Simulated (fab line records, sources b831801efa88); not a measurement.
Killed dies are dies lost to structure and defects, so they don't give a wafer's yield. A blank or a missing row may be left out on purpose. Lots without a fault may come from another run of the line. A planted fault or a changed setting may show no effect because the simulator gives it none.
One fault seen from 2 desks | flow gf180mcu | each desk has only its own numbers; what lay behind them comes last

THE METROLOGY DESK
What the gauges read, lot by lot, whatever tool the lot ran on: means of the sampled wafers that have a number. A lot is out of limits, marked OUT, if its mean lies more than 4 standard deviations from the usual mean; the brackets give that distance.
Columns: A = cd_nm at GF_V5_CD_MEAS_14, usual 259.8 nm; B = V5_OVL at GF_V5_OVL_MEAS_15, usual 2 nm; C = V5_W_RS at GF_V5_RS_MEAS_24, usual 0.330 ohm/sq
lot  | first seen here | A     | B  | C
L429 | day 28 13:54    | 259.5 | 2  | 0.327
L430 | day 28 18:18    | 260.4 | 3  | 0.328
L437 | day 30 20:50    | 259.1 | 9  | 0.331
L440 | day 31 15:55    | 260.0 | 12 | 0.335
L447 | day 33 07:36    | 259.6 | 17 | 0.331
L448 | day 33 13:34    | 258.0 | -6 | 0.330
This desk's finding: nothing out of limits on any of the 6 lots.

THE TOOL OWNER'S DESK: cvd_w-01
The tool's own readings at GF_V5_CVD_23 (deposits W, target thk 350 nm, time 104.9 s): means of the sampled wafers that have a number, for each lot that ran on this tool. A lot is out of limits, marked OUT, if its mean lies more than 4 standard deviations from the usual mean; the brackets give that distance.
Columns: A = chamber_pressure_Torr at GF_V5_CVD_23, usual 40.01 Torr; B = heater_power_w at GF_V5_CVD_23, usual 925 W
lot  | first seen here | A                | B
L429 | day 28 14:50    | 40.04            | 962
L437 | day 30 21:47    | 39.49 (-6.5) OUT | 988
L440 | day 31 16:50    | 39.04 (-12) OUT  | 908
This desk's finding: out of limits on L437, L440; first on L437, day 30 21:47 (chamber_pressure_Torr at GF_V5_CVD_23). In limits: L429.

PUT TOGETHER
The tool owner's desk could have raised an alarm at day 30 21:47, on L437, L440.
The metrology desk saw nothing out of limits.
The metrology desk has L437, L440 on record, within its limits.
Of the lots named, all ran GF_V5_CVD_23 on cvd_w-01.

WHAT THE SIMULATOR HAD PUT IN
Process parameter drift: cvd_w-01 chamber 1, from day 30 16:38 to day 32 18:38, at GF_V5_CVD_23. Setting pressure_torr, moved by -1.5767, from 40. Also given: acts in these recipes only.
Lots struck among those shown: L437, L440.
Hours from the fault's start to each desk's first reading out of limits: the tool owner's desk, 5.
